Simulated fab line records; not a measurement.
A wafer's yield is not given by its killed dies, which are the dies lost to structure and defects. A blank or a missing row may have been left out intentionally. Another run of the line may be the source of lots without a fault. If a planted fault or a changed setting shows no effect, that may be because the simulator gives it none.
fab line records    flow sfq-line
record lots=5  wafers=27
route steps=325 shown M8@321
start-h: hours from the record's first day to the start of the lot's first wafer shown    wait-h: time in hours since the lot's previous step    " the same as in the row above    L1.1+2: several wafers, shown together as one row    - no value, or no start given    * or withheld: withheld    < > ~ a bound
route shown NAME@n: a module of which the file shows steps, and the number in the route of the first    usual: mean and standard deviation over wafers with no fault    same: alike in all rows    chamber/n: place in a boat    sites: per-site readings    _std_site: the standard deviation of these    _edge_site: mean of outer sites minus mean of inner sites    radius-mm: for every site, how far away it sits from the centre of the wafer    mask NAME#n: copy n    behind: tool/chamber where the wafer was last shaped    hold: why the lot was held/for how many hours/how that ended    device: names the non-switching transistor (n, p or np)    end of line: the tests these same wafers got at the end of their route    step lacking rows: just its recipe    killed: not the wafer's yield, but the dies lost to structure and defects at the first sort    map: per-die view of a wafer (x killed, . not killed, _ where there is no die)
set.NAME: the setting as run; set.NAME@STEP: as run at that earlier step    model.NAME: the simulator's own value behind a step, which no gauge read
one table per step and one row per wafer, for lots whose settings were changed on purpose
## steps
# step SFQ_TRILAYER_M8_DEP_EVAP_196
# recipe material=Au  angular-spread-deg=1  target-thk-nm=180  time-s=900  power-w=2000
lot.wafer  tool            chamber  start-h  wait-h  set.time-s  model.Au_of_TRILAYER_M8_DEP_EVAP_196.thk-nm
L074.1     pvd-sputter-02  -        1786.13  0.1     1189        237.4
L074.2     "               -        "        "       900         179.3
L074.3     "               -        "        "       900         181.2
L074.4     "               -        "        "       1189        238.7
L074.5     "               -        "        "       900         178.6
L074.6     "               -        "        "       1189        239.5
L077.2     pvd-sputter-01  -        1797.01  0.1     900         178
L077.4     "               -        "        "       900         177.8
L077.6     "               -        "        "       900         178.9
L078.1     pvd-sputter-02  -        1798.21  0.1     900         181.9
L078.2     "               -        "        "       900         183.9
L078.3     "               -        "        "       900         181.4
L078.4     "               -        "        "       900         179.7
L078.5     "               -        "        "       900         183.3
L078.6     "               -        "        "       900         182.8
L079.1     pvd-sputter-01  -        1800.73  0.1     900         178.9
L079.2     "               -        "        "       900         180.4
L079.3     "               -        "        "       900         179.4
L079.4     "               -        "        "       1177        234
L079.5     "               -        "        "       1177        234.2
L079.6     "               -        "        "       1177        234.6
L081.1     pvd-sputter-01  -        1928.27  0.1     900         178.4
L081.2     "               -        "        "       900         177.6
L081.3+5   "               -        "        "       900         178
L081.4     "               -        "        "       900         179.7
L081.6     "               -        "        "       900         177.8
# step SFQ_M8_RS_MEAS_949
# recipe thk-meas-gauge=four-point-probe  reads=Au_of_TRILAYER_M8_DEP_EVAP_196+Pt_of_TRILAYER_M8_DEP_EVAP_198+Ti_of_TRILAYER_M8_DEP_EVAP_197
# usual M8_AU_RS=0.1537/0.0018
lot.wafer  tool           chamber  start-h  wait-h  set.time-s@TRILAYER_M8_DEP_EVAP_196  M8_AU_RS[ohm/sq]
L074.1     film-metro-01  -        1786.69  0.3     1189                                 0.1159
L074.2     "              -        "        "       900                                  0.1544
L074.3     "              -        "        "       900                                  0.1525
L074.4     "              -        "        "       1189                                 0.1156
L074.5     "              -        "        "       900                                  0.1548
L074.6     "              -        "        "       1189                                 0.1153
L077.2     film-metro-04  -        1797.54  0.3     900                                  0.1555
L077.4     "              -        "        "       900                                  0.1554
L077.6     "              -        "        "       900                                  0.1548
L078.1     film-metro-04  -        1798.72  0.3     900                                  0.1521
L078.2     "              -        "        "       900                                  0.1503
L078.3     "              -        "        "       900                                  0.1527
L078.4     "              -        "        "       900                                  0.1539
L078.5     "              -        "        "       900                                  0.1508
L078.6     "              -        "        "       900                                  0.1511
L079.1     film-metro-02  -        1801.25  0.3     900                                  0.1548
L079.2     "              -        "        "       900                                  0.1537
L079.3     "              -        "        "       900                                  0.1541
L079.4     "              -        "        "       1177                                 0.1179
L079.5     "              -        "        "       1177                                 0.1177
L079.6     "              -        "        "       1177                                 0.1176
L081.1     film-metro-02  -        1928.78  0.3     900                                  0.1549
L081.2     "              -        "        "       900                                  0.1561
L081.3     "              -        "        "       900                                  0.1556
L081.4     "              -        "        "       900                                  0.1538
L081.5     "              -        "        "       900                                  0.1556
L081.6     "              -        "        "       900                                  0.1557
# step SFQ_M8_THK_MEAS_950
# recipe thk-meas-gauge=xrf  reads=Au_of_TRILAYER_M8_DEP_EVAP_196
# usual M8_AU_THK=178.7/2.3
lot.wafer  tool           chamber  start-h  wait-h  set.time-s@TRILAYER_M8_DEP_EVAP_196  M8_AU_THK[nm]
L074.1     film-metro-01  -        1786.81  0.1     1189                                 238.4
L074.2     "              -        "        "       900                                  179.2
L074.3     "              -        "        "       900                                  180.6
L074.4     "              -        "        "       1189                                 237.7
L074.5     "              -        "        "       900                                  177.9
L074.6     "              -        "        "       1189                                 240.1
L077.2     film-metro-04  -        1797.65  0.1     900                                  176.2
L077.4     "              -        "        "       900                                  175.2
L077.6     "              -        "        "       900                                  176.1
L078.1     film-metro-04  -        1798.84  0.1     900                                  179.3
L078.2     "              -        "        "       900                                  180.0
L078.3     "              -        "        "       900                                  179.1
L078.4     "              -        "        "       900                                  176.6
L078.5     "              -        "        "       900                                  180.0
L078.6     "              -        "        "       900                                  180.3
L079.1     film-metro-02  -        1801.37  0.1     900                                  177.8
L079.2     "              -        "        "       900                                  179.3
L079.3     "              -        "        "       900                                  178.2
L079.4     "              -        "        "       1177                                 231.4
L079.5     "              -        "        "       1177                                 231.9
L079.6     "              -        "        "       1177                                 232.9
L081.1     film-metro-02  -        1928.90  0.1     900                                  177.0
L081.2     "              -        "        "       900                                  176.6
L081.3     "              -        "        "       900                                  175.4
L081.4     "              -        "        "       900                                  178.2
L081.5     "              -        "        "       900                                  176.9
L081.6     "              -        "        "       900                                  176.8
## key
split step=SFQ_TRILAYER_M8_DEP_EVAP_196  setting=time-s  stated=900  by=wafer
response step=SFQ_TRILAYER_M8_DEP_EVAP_196  reading=model.Au_of_TRILAYER_M8_DEP_EVAP_196.thk-nm  change=+1.81  per=1%  r=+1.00
response step=SFQ_M8_RS_MEAS_949  reading=M8_AU_RS  change=-0.00119  per=1%  r=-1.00
response step=SFQ_M8_THK_MEAS_950  reading=M8_AU_THK  change=+1.8  per=1%  r=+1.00
